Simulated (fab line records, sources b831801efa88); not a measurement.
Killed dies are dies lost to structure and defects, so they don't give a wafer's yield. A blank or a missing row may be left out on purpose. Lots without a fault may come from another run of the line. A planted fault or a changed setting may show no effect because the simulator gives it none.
Split-lot experiment | flow gf180mcu | 5 lots, 23 wafers read, on a route of 602 steps

THE SPLIT
At GF_HV_LDD_IMPLANT_48, the setting dose_cm2 was moved away from the recipe's 3e+13 on 9 of the 23 wafers read, by +2.9% to +6.4%. The other wafers ran this setting at the recipe's value.

FROM THE SPLIT TO THE READING: what the file shows between them, 1 step
- GF_HV_LDD_STRIP_49: strips in O2/N2

THE READING
HV_LDD_4_TW, at GF_HV_LDD_TW_MEAS_50. Fault-free wafers of this fab line usually give 569, standard deviation 4.2.

wafer  | tool, chamber at the split | dose_cm2 as run | against the recipe | HV_LDD_4_TW | against lot-mates on the recipe
L075.1 | implanter-04, 0            | 3e+13           | recipe             | 565         | -
L075.4 | implanter-04, 0            | 3e+13           | recipe             | 566         | -
L075.6 | implanter-04, 0            | 3e+13           | recipe             | 567         | -
L077.1 | implanter-04, 0            | 3.087e+13       | +2.9%              | 567         | +0
L077.2 | implanter-04, 0            | 3e+13           | recipe             | 567         | -
L077.3 | implanter-04, 0            | 3e+13           | recipe             | 567         | -
L077.5 | implanter-04, 0            | 3.087e+13       | +2.9%              | 571         | +4
L077.6 | implanter-04, 0            | 3.087e+13       | +2.9%              | 568         | +1
L078.1 | implanter-04, 0            | 3e+13           | recipe             | 573         | -
L078.2 | implanter-04, 0            | 3e+13           | recipe             | 575         | -
L078.3 | implanter-04, 0            | 3e+13           | recipe             | 575         | -
L078.4 | implanter-04, 0            | 3e+13           | recipe             | 575         | -
L078.6 | implanter-04, 0            | 3e+13           | recipe             | 576         | -
L079.1 | implanter-01, 0            | 3.136e+13       | +4.5%              | 584         | +8
L079.2 | implanter-01, 0            | 3.136e+13       | +4.5%              | 582         | +6
L079.3 | implanter-01, 0            | 3e+13           | recipe             | 575         | -
L079.4 | implanter-01, 0            | 3e+13           | recipe             | 577         | -
L079.5 | implanter-01, 0            | 3.136e+13       | +4.5%              | 585         | +9
L083.2 | implanter-04, 0            | 3.191e+13       | +6.4%              | 586         | +16
L083.3 | implanter-04, 0            | 3.191e+13       | +6.4%              | 581         | +10
L083.4 | implanter-04, 0            | 3e+13           | recipe             | 571         | -
L083.5 | implanter-04, 0            | 3e+13           | recipe             | 570         | -
L083.6 | implanter-04, 0            | 3.191e+13       | +6.4%              | 583         | +12

THE FIT
A straight line over all 23 wafers: HV_LDD_4_TW changes by +1.91 for each +1% of dose_cm2; r = +0.70; the points scatter about the line by 4.9.
The same after taking each lot's own level away (the mean of its wafers on the recipe; 23 wafers): +1.82 for each +1%; r = +0.92; scatter 1.9.
On that fit, the largest move of dose_cm2 shifts the reading by 12.
The lots' own levels span 566.0 to 576.0, that is 2.4 times the standard deviation above.
So the lot-to-lot level blurs the effect unless lot-mates are compared.
Check: with one of the wafers moved furthest among these (+6.4%) left out of the fit, the line predicts +10.1 for it against its lot-mates. It came out at +15.5 against them.

OTHER SPLITS ON THESE WAFERS
These wafers also went through other splits before the reading. Each is held against what the fit with the lots' levels taken away leaves over:
other split on the same wafers  | wafers away from the commonest value | r with HV_LDD_4_TW (lot level and that fit taken away)
GF_HV_LDD_IMPLANT_09 dose_cm2   | 6                                    | -0.04
GF_HV_LDD_IMPLANT_21 energy_kev | 9                                    | +0.28
GF_HV_LDD_DEVELOP_45 dev_temp_c | 5                                    | -0.22

THE FILE'S OWN FIT
HV_LDD_4_TW changes by +1.73 for each +1% of dose_cm2, r = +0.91.
